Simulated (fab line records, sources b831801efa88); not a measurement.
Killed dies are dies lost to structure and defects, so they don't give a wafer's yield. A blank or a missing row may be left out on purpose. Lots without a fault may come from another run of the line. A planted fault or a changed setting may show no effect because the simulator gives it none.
fab line records | flow gf180mcu
record lots=13 wafers=39 last_day=34
route steps=602 shown STI@26 DNWELL@36 NWELL@53 LVPWELL@64 VT_IMPLANT@135
lots that met no fault: from a run of the same line without faults
start_h: hours from the record's first day to the start of the lot's first wafer shown | wait_h: hours since the lot's step before | " the same as in the row above | L1.1+2: a row that stands for several wafers | - no value, or no start given | * or withheld: withheld | < > ~ a bound
route shown NAME@n: a module of which the file shows steps, and the number in the route of the first | usual: mean/standard deviation of fault-free wafers | same: alike in all rows | chamber/n: place in a boat | sites: the reading at each site | _std_site: their standard deviation | _edge_site: outer sites' mean less inner sites' | radius_mm: how far each site lies from the wafer's centre | mask NAME#n: copy n | behind: the tool/chamber that last shaped the wafer | hold: why the lot was held/for how many hours/how that ended | device: the transistor (n, p or np) that didn't switch | end of line: the same wafers' tests at the end of the route | a step without rows: its recipe alone | killed: dies lost to structure and defects at the first sort, not the wafer's yield | map: a wafer's dies, x killed, . not, _ none there
set.NAME: the setting as run; set.NAME@STEP: as run at that earlier step | model.NAME: the simulator's own value behind a step, which no gauge read
steps of the route over a sample of lots; a table a step, a row a wafer
services: from which hour (start_h, from the record's first day; less than 0 if before it) a tool's chamber was out of use, for how many hours, and why
## steps
# step GF_STI_CMP_25
# recipe stop_on=Si3N4 t_overpolish_s=33 down_force_psi=4 platen_rpm=60 target_thk_nm=524.6 pad_velocity_m_s=0.94248
# usual edge_zone_pressure_frac=0.999/0.0048 motor_current_A=11.9/1.3 overpolish_run_s=33.000/0.0096 time_to_endpoint_s=123/5.4
# columns lot.wafer tool chamber start_h wait_h edge_zone_pressure_frac motor_current_A overpolish_run_s time_to_endpoint_s
L305.4 cmp-02 2 32.89 0.1 0.998 12.5 33.006 134
L305.2 " 3 " " 1.003 9.9 32.998 138
L305.1 " 0 " " 0.999 12.2 32.994 136
L306.4 cmp-02 2 37.95 0.1 1.003 12.6 33.015 133
L306.2 " 0 " " 1.002 11.7 33.006 131
L306.5 " 1 " " 1.002 12.9 32.997 132
L307.1 cmp-01 3 42.69 0.1 1.003 14.4 33.004 119
L307.3 " 1 " " 0.993 11.5 33.008 116
L307.5 " 3 " " 1.001 13.7 32.998 116
L311.2 cmp-01 0 64.63 0.0 1.002 10.1 32.980 120
L311.4 " 1 " " 1.000 11.9 32.995 124
L311.1 " 2 " " 0.999 11.8 33.000 118
L312.4 cmp-01 1 70.76 0.0 0.996 11.4 33.012 119
L312.2 " 2 " " 0.996 12.2 33.018 123
L312.3 " 0 " " 0.994 10.9 32.996 120
L313.4 cmp-02 1 74.32 0.1 0.999 12.5 33.002 119
L313.1 " 3 " " 0.994 9.8 32.990 121
L313.6 " 2 " " 0.996 12.7 32.995 125
L317.4 cmp-02 1 94.56 0.0 0.994 12.7 32.991 116
L317.3 " 2 " " 0.997 12.4 33.000 120
L317.6 " 2 " " 0.997 12.6 33.011 120
L321.4 cmp-02 2 115.72 0.1 1.007 12.5 32.983 124
L321.2 " 3 " " 0.997 10.2 33.008 123
L321.5 " 1 " " 1.002 13.1 33.017 125
L322.1 cmp-02 2 121.70 0.1 0.996 12.3 33.001 126
L322.6 " 1 " " 0.994 12.4 32.988 124
L322.5 " 2 " " 0.994 12.7 32.996 122
L323.2 cmp-01 2 126.00 0.1 1.000 12.6 32.976 116
L323.1 " 3 " " 0.990 14.2 32.989 127
L323.5 " 1 " " 1.003 11.7 32.993 125
L324.4 cmp-02 0 132.42 0.1 0.996 11.7 33.009 123
L324.3 " 2 " " 0.990 12.0 33.002 127
L324.5 " 0 " " 0.997 11.2 33.008 125
L325.4 cmp-02 0 137.94 0.1 0.995 11.2 33.014 126
L325.1 " 1 " " 0.991 12.9 32.994 125
L325.5 " 2 " " 0.997 12.2 32.992 124
L326.3 cmp-01 0 141.66 0.1 0.994 10.6 33.001 123
L326.5 " 3 " " 1.003 15.4 33.002 125
L326.6 " 0 " " 1.000 10.6 32.998 119
# step GF_DNWELL_EXPOSE_04
# recipe mask_id=DNWELL target_cd_nm=1700 na=0.6 source_shape=conventional sigma_outer=0.6 dose_mj=260
# usual exposure_dose_mJ_cm2=259.97/0.29
# columns lot.wafer tool chamber start_h wait_h mask exposure_dose_mJ_cm2
L305.1 iline_stepper-01 0 42.53 - DNWELL#0 260.02
L305.2 " 0 " " DNWELL#0 259.85
L305.4 " 0 " " DNWELL#0 259.58
L306.2 iline_stepper-01 0 47.16 - DNWELL#0 259.53
L306.4 " 0 " " DNWELL#0 259.73
L306.5 " 0 " " DNWELL#0 259.65
L307.1 iline_stepper-02 0 51.63 - DNWELL#0 259.79
L307.3 " 0 " " DNWELL#0 259.80
L307.5 " 0 " " DNWELL#0 259.87
L311.1 iline_stepper-01 0 74.55 - DNWELL#0 259.87
L311.2 " 0 " " DNWELL#0 259.80
L311.4 " 0 " " DNWELL#0 259.86
L312.2 iline_stepper-01 0 79.61 - Nwell#0 260.24
L312.3 " 0 " " Nwell#0 260.08
L312.4 " 0 " " Nwell#0 260.15
L313.1 iline_stepper-01 0 84.65 - DNWELL#0 260.08
L313.4 " 0 " " DNWELL#0 259.99
L313.6 " 0 " " DNWELL#0 260.38
L317.3 iline_stepper-01 0 104.04 - DNWELL#0 259.99
L317.4 " 0 " " DNWELL#0 259.72
L317.6 " 0 " " DNWELL#0 259.75
L321.2 iline_stepper-02 0 126.10 - DNWELL#0 260.14
L321.4 " 0 " " DNWELL#0 260.22
L321.5 " 0 " " DNWELL#0 260.11
L322.1 iline_stepper-01 0 131.87 - DNWELL#0 260.12
L322.5 " 0 " " DNWELL#0 260.14
L322.6 " 0 " " DNWELL#0 260.26
L323.1 iline_stepper-02 0 135.62 - DNWELL#0 259.80
L323.2 " 0 " " DNWELL#0 259.80
L323.5 " 0 " " DNWELL#0 259.85
L324.3 iline_stepper-02 0 142.78 - DNWELL#0 260.05
L324.4 " 0 " " DNWELL#0 260.26
L324.5 " 0 " " DNWELL#0 260.10
L325.1 iline_stepper-02 0 147.95 - DNWELL#0 260.14
L325.4 " 0 " " DNWELL#0 259.88
L325.5 " 0 " " DNWELL#0 260.46
L326.3 iline_stepper-02 0 151.78 - DNWELL#0 259.94
L326.5 " 0 " " DNWELL#0 259.87
L326.6 " 0 " " DNWELL#0 259.67
# step GF_DNWELL_TW_MEAS_09
# usual DNWELL_TW=1348/21
# columns lot.wafer tool chamber start_h wait_h DNWELL_TW
L305.1 film_metro-02 - 48.94 0.1 1366
L305.2 " - " " 1360
L305.4 " - " " 1361
L306.2 film_metro-03 - 53.26 0.1 1348
L306.4 " - " " 1341
L306.5 " - " " 1343
L307.1 film_metro-03 - 57.79 0.1 1332
L307.3 " - " " 1346
L307.5 " - " " 1340
L311.1 film_metro-02 - 81.14 0.1 1359
L311.2 " - " " 1357
L311.4 " - " " 1355
L312.2 film_metro-02 - 86.36 0.1 31
L312.3 " - " " 31
L312.4 " - " " 31
L313.1 film_metro-02 - 91.44 0.1 1345
L313.4 " - " " 1350
L313.6 " - " " 1355
L317.3 film_metro-02 - 111.36 0.1 1374
L317.4 " - " " 1381
L317.6 " - " " 1368
L321.2 film_metro-01 - 133.37 0.1 1309
L321.4 " - " " 1311
L321.5 " - " " 1314
L322.1 film_metro-01 - 139.29 0.1 1326
L322.5 " - " " 1319
L322.6 " - " " 1321
L323.1 film_metro-01 - 144.06 0.1 1321
L323.2 " - " " 1327
L323.5 " - " " 1321
L324.3 film_metro-02 - 150.73 0.1 1363
L324.4 " - " " 1364
L324.5 " - " " 1359
L325.1 film_metro-03 - 155.79 0.1 1344
L325.4 " - " " 1347
L325.5 " - " " 1343
L326.3 film_metro-01 - 159.73 0.1 1337
L326.5 " - " " 1344
L326.6 " - " " 1337
# step GF_NWELL_TW_MEAS_11
# usual NWELL_TW=1568/19
# columns lot.wafer tool chamber start_h wait_h NWELL_TW
L305.1 film_metro-04 - 62.07 0.1 1592
L305.2 " - " " 1592
L305.4 " - " " 1575
L306.2 film_metro-04 - 66.83 0.1 1582
L306.4 " - " " 1581
L306.5 " - " " 1579
L307.1 film_metro-03 - 71.78 0.1 1570
L307.3 " - " " 1569
L307.5 " - " " 1570
L311.1 film_metro-01 - 95.37 0.1 1550
L311.2 " - " " 1542
L311.4 " - " " 1556
L312.2 film_metro-04 - 100.30 0.1 1842
L312.3 " - " " 1851
L312.4 " - " " 1848
L313.1 film_metro-04 - 105.97 0.1 1590
L313.4 " - " " 1596
L313.6 " - " " 1594
L317.3 film_metro-04 - 126.70 0.1 1590
L317.4 " - " " 1579
L317.6 " - " " 1583
L321.2 film_metro-01 - 149.99 0.1 1550
L321.4 " - " " 1550
L321.5 " - " " 1554
L322.1 film_metro-01 - 155.12 0.1 1535
L322.5 " - " " 1551
L322.6 " - " " 1555
L323.1 film_metro-01 - 159.88 0.1 1548
L323.2 " - " " 1532
L323.5 " - " " 1548
L324.3 film_metro-01 - 167.20 0.1 1550
L324.4 " - " " 1535
L324.5 " - " " 1543
L325.1 film_metro-03 - 172.18 0.1 1562
L325.4 " - " " 1574
L325.5 " - " " 1563
L326.3 film_metro-03 - 176.50 0.1 1570
L326.5 " - " " 1568
L326.6 " - " " 1576
# step GF_LVPWELL_STRIP_10
# recipe chemistry=O2/N2 power_w=1400 pressure_mtorr=1500 platen_temp_c=250 o2_flow_sccm=3000 n2_flow_sccm=300 overash_fraction=0.5
# usual drypump_motor_current_A=6.1/0.45 heater_power_w=317/31 oes_product_au=0.722/0.005 strip_time_to_endpoint_s=36.98/0.12
# columns lot.wafer tool chamber start_h wait_h drypump_motor_current_A heater_power_w oes_product_au rf_hours_counter_h strip_time_to_endpoint_s
L305.1 plasma_asher-02 1 75.84 0.1 6.0 317 0.719 28 37.08
L305.2 " 0 " " 6.2 372 0.723 28 37.18
L305.4 " 0 " " 6.2 370 0.715 - 37.20
L306.2 plasma_asher-02 0 80.19 0.1 6.2 366 0.715 29 36.96
L306.4 " 0 " " 6.2 371 0.714 - 36.90
L306.5 " 1 " " 6.1 318 0.729 - 37.04
L307.1 plasma_asher-02 0 85.09 0.1 6.2 372 0.724 29 36.87
L307.3 " 0 " " 6.3 368 0.720 - 36.82
L307.5 " 0 " " 6.2 371 0.732 - 36.84
L311.1 plasma_asher-04 1 110.17 0.1 5.8 274 0.724 45 36.82
L311.2 " 0 " " 5.3 313 0.728 45 37.00
L311.4 " 0 " " 5.3 325 0.721 - 36.91
L312.2 plasma_asher-04 1 114.64 0.1 5.8 274 0.718 45 36.85
L312.3 " 1 " " 5.8 266 0.726 - 36.93
L312.4 " 0 " " 5.3 324 0.721 - 36.92
L313.1 plasma_asher-01 0 120.94 0.1 6.7 302 0.731 0 37.25
L313.4 " 1 " " 6.6 297 0.725 - 37.30
L313.6 " 1 " " 6.6 303 0.723 - 37.23
L317.3 plasma_asher-04 1 142.03 0.1 5.8 268 0.715 - 37.07
L317.4 " 0 " " 5.3 325 0.721 - 36.93
L317.6 " 0 " " 5.3 330 0.720 - 36.96
L321.2 plasma_asher-01 0 166.37 0.1 6.7 304 0.719 5 36.93
L321.4 " 0 " " 6.7 310 0.716 - 37.03
L321.5 " 1 " " 6.6 304 0.720 - 37.04
L322.1 plasma_asher-01 1 171.73 0.1 6.6 306 0.725 5 37.00
L322.5 " 1 " " 6.6 299 0.721 - 36.88
L322.6 " 0 " " 6.7 308 0.724 - 36.87
L323.1 plasma_asher-02 0 176.72 0.1 6.2 375 0.728 39 36.93
L323.2 " 1 " " 6.0 315 0.726 39 36.97
L323.5 " 0 " " 6.2 371 0.727 - 36.99
L324.3 plasma_asher-04 0 184.53 0.1 5.3 318 0.719 - 37.03
L324.4 " 1 " " 5.8 272 0.725 - 36.95
L324.5 " 0 " " 5.3 323 0.727 - 37.02
L325.1 plasma_asher-01 0 189.29 0.1 6.7 308 0.718 7 36.97
L325.4 " 0 " " 6.8 311 0.723 - 37.04
L325.5 " 1 " " 6.6 305 0.722 - 37.05
L326.3 plasma_asher-02 1 193.37 0.1 6.0 322 0.721 - 36.88
L326.5 " 1 " " 6.0 320 0.727 - 36.95
L326.6 " 0 " " 6.2 367 0.721 - 37.04
# step GF_VT_IMPLANT_RTA_45
# recipe temp_c=1050 time_s=30 ambient=N2
# usual lamp_power_pct=38/9 wafer_temp_C_max=1054.0/0.72
# columns lot.wafer tool chamber start_h wait_h lamp_power_pct wafer_temp_C_max
L305.1 rtp_anneal-01 0 163.79 0.0 29 1052.8
L305.2 " 0 " " 29 1053.8
L305.4 " 0 " " 29 1053.2
L306.2 rtp_anneal-02 0 169.65 0.0 47 1054.2
L306.4 " 0 " " 47 1053.6
L306.5 " 0 " " 47 1055.6
L307.1 rtp_anneal-01 0 175.80 0.0 29 1053.6
L307.3 " 0 " " 29 1053.5
L307.5 " 0 " " 29 1053.6
L311.1 rtp_anneal-01 0 206.09 0.0 29 1054.3
L311.2 " 0 " " 29 1053.8
L311.4 " 0 " " 29 1053.8
L312.2 rtp_anneal-02 0 212.75 0.0 47 1053.9
L312.3 " 0 " " 47 1054.4
L312.4 " 0 " " 47 1054.1
L313.1 rtp_anneal-02 0 221.69 0.0 47 1053.7
L313.4 " 0 " " 47 1053.8
L313.6 " 0 " " 47 1052.8
L317.3 rtp_anneal-02 0 247.40 0.1 47 1053.4
L317.4 " 0 " " 47 1054.1
L317.6 " 0 " " 47 1052.5
L321.2 rtp_anneal-01 0 275.51 0.0 29 1053.0
L321.4 " 0 " " 29 1053.7
L321.5 " 0 " " 29 1053.9
L322.1 rtp_anneal-02 0 282.24 0.0 47 1054.5
L322.5 " 0 " " 47 1054.6
L322.6 " 0 " " 47 1055.3
L323.1 rtp_anneal-01 0 289.13 0.0 29 1054.7
L323.2 " 0 " " 29 1053.5
L323.5 " 0 " " 29 1053.3
L324.3 rtp_anneal-02 0 296.72 0.0 47 1054.6
L324.4 " 0 " " 47 1054.8
L324.5 " 0 " " 47 1053.2
L325.1 rtp_anneal-01 0 302.38 0.0 29 1054.0
L325.4 " 0 " " 29 1054.6
L325.5 " 0 " " 29 1053.9
L326.3 rtp_anneal-01 0 307.23 0.0 29 1053.7
L326.5 " 0 " " 29 1053.0
L326.6 " 0 " " 29 1055.0
## services
# columns tool chamber start_h hours kind
cmp-02 - 24.31 0.7 repair
cmp-02 - 64.17 4.0 pm
cmp-02 - 68.17 - consumable_replace:conditioner
cmp-02 - 75.73 4.8 repair
cmp-01 - 96.31 3.0 repair
plasma_asher-01 - 108.75 9.0 pm
plasma_asher-02 - 120.37 2.3 repair
plasma_asher-04 - 127.57 2.1 repair
plasma_asher-01 - 129.52 0.8 repair
iline_stepper-02 - 133.23 1.7 pm
cmp-02 - 134.76 0.8 repair
cmp-02 - 139.77 5.8 repair
cmp-02 - 149.79 2.5 repair
cmp-01 - 150.02 2.8 repair
plasma_asher-04 - 168.42 3.3 repair
iline_stepper-01 - 169.74 1.7 pm
cmp-01 - 185.28 1.8 repair
plasma_asher-01 - 205.24 8.2 repair
cmp-02 - 214.76 1.6 repair
rtp_anneal-01 - 215.47 4.4 pm
cmp-02 - 226.64 4.0 repair
cmp-01 - 232.05 4.0 pm
cmp-01 - 256.24 2.6 repair
cmp-02 - 270.63 6.5 pm
## key
first_sign step=GF_DNWELL_EXPOSE_04 reading=mask direction=changed
effect step=GF_DNWELL_TW_MEAS_09 reading=DNWELL_TW direction=down sigmas=64 usual=1348 struck=31
effect step=GF_NWELL_TW_MEAS_11 reading=NWELL_TW direction=up sigmas=14 usual=1568 struck=1847
met_at GF_DNWELL_EXPOSE_04
struck_lots L312
sort_left_out L312.2,L312.3,L312.4
tester_left_out L312
not_acting_at GF_STI_CMP_25,GF_LVPWELL_STRIP_10,GF_VT_IMPLANT_RTA_45
onset_between 74.55 79.61
fault kind=wrong_mask tool=any chamber=- onset_h=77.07 steps=GF_DNWELL_EXPOSE_04 aux_copy=Nwell#0 scope=struck_lots_only
# tester_left_out: of these lots the tester's yield and bins aren't shown, on N5 and GAA mostly nor the transistor test; their killed dies are dies lost to structure and defects alone, not to doping, threshold or leakage, so they don't give the yield
# sort_left_out: the simulated sort isn't trusted on such a fault, so these wafers' sort isn't shown, and their yield isn't known
